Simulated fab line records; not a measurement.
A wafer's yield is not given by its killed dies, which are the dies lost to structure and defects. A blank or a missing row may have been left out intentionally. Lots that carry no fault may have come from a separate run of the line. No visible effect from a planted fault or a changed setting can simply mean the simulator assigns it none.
8D (eight disciplines) problem report, filled in by code -- flow gf180mcu -- the parts of the form that need people (team, actions taken, sign-off) are left out

== 1. WHAT WENT WRONG ==
Mean DUAL_GATE_OXIDATION_00_THK at GF_DUAL_GATE_THK_MEAS_03: 15.23 nm over 9 wafers in 3 lots; fault-free wafers: 10.87 nm, standard deviation 0.23. That is +19 standard deviations from the usual mean.
The first sign was on wafer L997.3 at day 9 18:19, on film_metro-02. At this step, 36 wafers from 12 lots have a number in the record. The rule behind "out" and "out of limits": a value lying over 4 standard deviations away from the usual mean. Any other wafer with a number is counted as sound.

== 2. WHAT IT IS; WHAT IT IS NOT ==
question,is,is not
which readings at this step,DUAL_GATE_OXIDATION_00_THK,-
which lots,"L105, L997, L999","L106, L107, L110, L111, L112, L990, L991, L992, L993"
which wafers of those lots,all that have a number,-
read on which gauges,film_metro-02,"film_metro-03, film_metro-04"
when,from day 9 18:19,"up to then (12 sound wafers); but 15 sound wafers of L106, L107, L110, L111, L112 came after"

== 3. THE SUSPECTS, EACH WITH WHAT RULES IT OUT ==
Counting: a tool stays on the suspect list if, at a process step up to the reading, it processed all lots that are out and no sound lot following the first of them.
- the gauge at GF_DUAL_GATE_THK_MEAS_03: kept. All the wafers that are out were read on film_metro-02, and no step on other tools shows them out.
The count leaves film_metro-02 at GF_DUAL_GATE_THK_MEAS_03.

== 4. THE CAUSE (what the simulator had put in) ==
Metrology matching offset: film_metro-02, from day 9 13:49 on, at GF_DUAL_GATE_THK_MEAS_03. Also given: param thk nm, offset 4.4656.
Only this tool survived the counting.

== 5. THE EFFECT CHAIN, in route order ==
Rows list readings where the struck wafers' mean (over those with a number) sits beyond 3 standard deviations from the usual. Only readings for which the record gives a usual standard deviation are gone through. hours: the time from each lot's start at the first step in this table that gives one to its start at this step, as a median over the lots. sigmas: the change in usual standard deviations.
hours,step,reading,usual,on struck wafers,change,sigmas
0,GF_DUAL_GATE_THK_MEAS_03,DUAL_GATE_OXIDATION_00_THK,10.87 nm,15.23,+4.36,+19
Later steps that measure or inspect, where all struck wafers having a row at the step show a number for every such reading and not one has moved that far: GF_CONTACT_OVL_MEAS_15, GF_M1_CD_MEAS_14.

== 6. WHAT WOULD HAVE CAUGHT IT SOONER ==
Counted from the fault's start at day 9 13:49, it took 4 hours until the first out-of-limits reading at a measuring or inspecting step in this record, taken at day 9 18:19.
